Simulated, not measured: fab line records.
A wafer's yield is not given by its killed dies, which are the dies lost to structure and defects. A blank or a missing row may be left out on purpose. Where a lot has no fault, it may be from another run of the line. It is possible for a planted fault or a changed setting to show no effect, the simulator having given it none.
Which tool did it? :: flow sky130 :: Sampling: 11 lots, 33 wafers, 2 of 708 route steps

## WHAT THE GAUGES READ, wafer by wafer
SKY_NWELL_THK_MEAS_02.
lot: L530
measured: day 2 11:23
on: filmMetro-01
NWELL_OXIDATION_THK (nm): 9.68 9.86 9.88

lot: L532
measured: day 3 00:49
on: filmMetro-02
NWELL_OXIDATION_THK (nm): 10.12 10.08 10.20

lot: L533
measured: day 3 06:10
on: filmMetro-01
NWELL_OXIDATION_THK (nm): 10.42 10.17 10.09

lot: L534
measured: day 3 10:44
on: filmMetro-01
NWELL_OXIDATION_THK (nm): 9.96 9.84 9.84

lot: L536
measured: day 3 21:28
on: filmMetro-01
NWELL_OXIDATION_THK (nm): 10.09 9.85 10.15

lot: L539
measured: day 4 09:44
on: filmMetro-03
NWELL_OXIDATION_THK (nm): 10.14 9.94 9.99

lot: L541
measured: day 4 20:29
on: filmMetro-03
NWELL_OXIDATION_THK (nm): 10.06 10.20 10.02

lot: L542
measured: day 5 05:44
on: filmMetro-03
NWELL_OXIDATION_THK (nm): 11.99 12.09 11.81

lot: L543
measured: day 5 08:37
on: filmMetro-03
NWELL_OXIDATION_THK (nm): 11.99 12.21 12.01

lot: L546
measured: day 6 03:38
on: filmMetro-01
NWELL_OXIDATION_THK (nm): 10.01 10.10 10.18

lot: L553
measured: day 7 15:06
on: filmMetro-02
NWELL_OXIDATION_THK (nm): 10.27 10.16 10.11

## EACH LOT AND THE TOOL THAT RAN IT (in order: tool; ch and the chambers of the sampled wafers; start)
lot: L530
SKY_NWELL_OXIDATION_01: furnace-02 ch 0, day 2 09:59

lot: L532
SKY_NWELL_OXIDATION_01: furnace-02 ch 0, day 2 23:25

lot: L533
SKY_NWELL_OXIDATION_01: furnace-01 ch 0, day 3 04:46

lot: L534
SKY_NWELL_OXIDATION_01: furnace-01 ch 0, day 3 09:20

lot: L536
SKY_NWELL_OXIDATION_01: furnace-01 ch 0, day 3 20:05

lot: L539
SKY_NWELL_OXIDATION_01: furnace-01 ch 0, day 4 08:20

lot: L541
SKY_NWELL_OXIDATION_01: furnace-01 ch 0, day 4 19:05

lot: L542
SKY_NWELL_OXIDATION_01: furnace-01 ch 0, day 5 04:19

lot: L543
SKY_NWELL_OXIDATION_01: furnace-01 ch 0, day 5 07:14

lot: L546
SKY_NWELL_OXIDATION_01: furnace-02 ch 0, day 6 02:13

lot: L553
SKY_NWELL_OXIDATION_01: furnace-02 ch 0, day 7 13:43
- SKY_NWELL_OXIDATION_01: stabilise 600 s, purge 300 s, target thk 10 nm.

## THE ANSWER, worked out from the rows above alone
Rule: usual is defined by the lots themselves. The widest of any qualifying gaps counts: lots, ordered by their means at a reading, are off when they make up no more than a third of the lots, leave a main group of 4 or more, and stand apart from it by 3 or more times the standard deviation of that group's means. A main group is skipped when, at the precision printed for the reading in the tables above, its means are all equal. Also off: a lot with no number at a reading for which 4 or more lots have one. All remaining lots with rows at the step are treated as sound.
Off: at SKY_NWELL_THK_MEAS_02 (NWELL_OXIDATION_THK), L542, L543. For the main group the mean is 10.05 nm and the standard deviation 0.13.
If a tool, at a process step before that reading, ran all the lots that are off and no sound lot after the first of them, it fits. Gauges at SKY_NWELL_THK_MEAS_02: tried the same way as those tools. Undecided on this evidence; 2 tools fit (furnace-01 at SKY_NWELL_OXIDATION_01, filmMetro-03 at SKY_NWELL_THK_MEAS_02).

## WHAT THE SIMULATOR HAD PUT IN
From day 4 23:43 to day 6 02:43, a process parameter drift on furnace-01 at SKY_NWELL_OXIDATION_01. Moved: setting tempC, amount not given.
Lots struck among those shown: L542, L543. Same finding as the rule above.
